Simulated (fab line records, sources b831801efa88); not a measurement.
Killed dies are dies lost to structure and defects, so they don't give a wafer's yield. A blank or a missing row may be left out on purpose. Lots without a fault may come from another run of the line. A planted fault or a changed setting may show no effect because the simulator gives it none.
Tool commonality check | flow sky130 | 10 lots, 36 wafers sampled

WHY IT WAS OPENED
At SKY_VT_ADJUST_PCH_TW_MEAS_10 the reading VT_ADJUST_PCH_TW is flagged on 2 of 10 lots. Wafers without a fault read 141.8, standard deviation 0.9.
Rule: a lot is flagged when every wafer of it that has a number lies more than 4 standard deviations from that mean, or none has a number. The other lots count as sound.

lot  | measured     | on            | VT_ADJUST_PCH_TW, wafer by wafer | flag
L873 | day 9 17:27  | film_metro-02 | 29.8 29.8 29.8 29.9 29.9 29.7    | FLAGGED
L874 | day 9 20:56  | film_metro-01 | 29.8 29.7 29.7 29.9 29.7 29.6    | FLAGGED
L875 | day 10 02:33 | film_metro-01 | 141.6 141.2 141.6                |
L882 | day 11 16:36 | film_metro-02 | 141.5 142.0 141.4                |
L883 | day 11 20:27 | film_metro-04 | 141.9 141.0 141.0                |
L885 | day 12 15:18 | film_metro-02 | 142.2 142.9 142.1                |
L886 | day 12 18:17 | film_metro-02 | 142.0 142.2 143.0                |
L887 | day 21 10:18 | film_metro-02 | 141.7 142.0 142.2                |
L888 | day 21 10:37 | film_metro-04 | 142.0 140.7 141.7                |
L891 | day 21 11:40 | film_metro-04 | 141.1 142.1 142.0                |
The numbers of the flagged lots are 29.8 on average: -112.0 against the usual, or -99 or more standard deviations.

WHICH TOOL RAN EACH LOT
The record holds 3 process steps before the reading, out of a route of 708 steps. In each cell: the tool, then ch and the chambers that the sampled wafers went through, then the start.
lot  | flag    | SKY_NWELL_STRIP_25                   | SKY_VT_ADJUST_HVTR_STRIP_10          | SKY_VT_ADJUST_PCH_STRIP_09
L873 | FLAGGED | plasma_asher-02 ch 0,1, day 6 05:03  | plasma_asher-04 ch 0,1, day 8 20:11  | plasma_asher-02 ch 1, day 9 17:17
L874 | FLAGGED | plasma_asher-01 ch 1, day 6 11:14    | plasma_asher-01 ch 1, day 8 22:28    | plasma_asher-02 ch 0,1, day 9 20:50
L875 |         | plasma_asher-01 ch 0,1, day 6 16:05  | plasma_asher-02 ch 0,1, day 9 08:59  | plasma_asher-02 ch 0,1, day 10 02:27
L882 |         | plasma_asher-04 ch 0,1, day 7 19:51  | plasma_asher-01 ch 0,1, day 10 19:07 | plasma_asher-02 ch 0,1, day 11 16:30
L883 |         | plasma_asher-04 ch 0,1, day 7 22:43  | plasma_asher-02 ch 0,1, day 10 23:17 | plasma_asher-03 ch 1, day 11 20:21
L885 |         | plasma_asher-01 ch 0,1, day 8 05:52  | plasma_asher-04 ch 0,1, day 11 16:16 | plasma_asher-03 ch 0,1, day 12 15:12
L886 |         | plasma_asher-02 ch 1, day 8 08:45    | plasma_asher-01 ch 0, day 11 18:28   | plasma_asher-04 ch 1, day 12 18:11
L887 |         | plasma_asher-01 ch 0,1, day 14 06:21 | plasma_asher-04 ch 0,1, day 20 04:05 | plasma_asher-02 ch 0,1, day 21 10:11
L888 |         | plasma_asher-02 ch 0, day 14 06:42   | plasma_asher-01 ch 1, day 20 04:14   | plasma_asher-04 ch 0,1, day 21 10:30
L891 |         | plasma_asher-02 ch 0,1, day 14 08:00 | plasma_asher-04 ch 0,1, day 20 05:47 | plasma_asher-03 ch 0, day 21 11:33
What these steps do:
- SKY_NWELL_STRIP_25: strips in O2/N2.
- SKY_VT_ADJUST_HVTR_STRIP_10: strips in O2/N2.
- SKY_VT_ADJUST_PCH_STRIP_09: strips in O2/N2.
- SKY_VT_ADJUST_PCH_TW_MEAS_10

FLAGGED OVER TOTAL, TOOL BY TOOL (the gauges that took the reading come last)
step                         | tool            | lots run | flagged | share of the flagged lots | sound lots run after its first flagged lot
SKY_NWELL_STRIP_25           | plasma_asher-01 | 4        | 1       | some                      | 3 (L875,L885,L887)
SKY_NWELL_STRIP_25           | plasma_asher-02 | 4        | 1       | some                      | 3 (L886,L888,L891)
SKY_NWELL_STRIP_25           | plasma_asher-04 | 2        | 0       | none                      | -
SKY_VT_ADJUST_HVTR_STRIP_10  | plasma_asher-01 | 4        | 1       | some                      | 3 (L882,L886,L888)
SKY_VT_ADJUST_HVTR_STRIP_10  | plasma_asher-02 | 2        | 0       | none                      | -
SKY_VT_ADJUST_HVTR_STRIP_10  | plasma_asher-04 | 4        | 1       | some                      | 3 (L885,L887,L891)
SKY_VT_ADJUST_PCH_STRIP_09   | plasma_asher-02 | 5        | 2       | all                       | 3 (L875,L882,L887)
SKY_VT_ADJUST_PCH_STRIP_09   | plasma_asher-03 | 3        | 0       | none                      | -
SKY_VT_ADJUST_PCH_STRIP_09   | plasma_asher-04 | 2        | 0       | none                      | -
SKY_VT_ADJUST_PCH_TW_MEAS_10 | film_metro-01   | 2        | 1       | some                      | 1 (L875)
SKY_VT_ADJUST_PCH_TW_MEAS_10 | film_metro-02   | 5        | 1       | some                      | 4 (L882,L885,L886,L887)
SKY_VT_ADJUST_PCH_TW_MEAS_10 | film_metro-04   | 3        | 0       | none                      | -

WHAT THE TABLE ALLOWS
1 row of the table ran every flagged lot: plasma_asher-02 at SKY_VT_ADJUST_PCH_STRIP_09.
- plasma_asher-02 at SKY_VT_ADJUST_PCH_STRIP_09: 2 of its 5 lots flagged. Sound lots ran on it after the first flagged one (L875, L882, L887), which a lasting fault on the whole tool wouldn't allow. Its own readings lie more than 4 standard deviations out on every wafer of the flagged lots: strip_time_to_endpoint_s.
No row of the table ran every flagged lot and no sound lot after the first.

WHAT THE SIMULATOR HAD PUT IN
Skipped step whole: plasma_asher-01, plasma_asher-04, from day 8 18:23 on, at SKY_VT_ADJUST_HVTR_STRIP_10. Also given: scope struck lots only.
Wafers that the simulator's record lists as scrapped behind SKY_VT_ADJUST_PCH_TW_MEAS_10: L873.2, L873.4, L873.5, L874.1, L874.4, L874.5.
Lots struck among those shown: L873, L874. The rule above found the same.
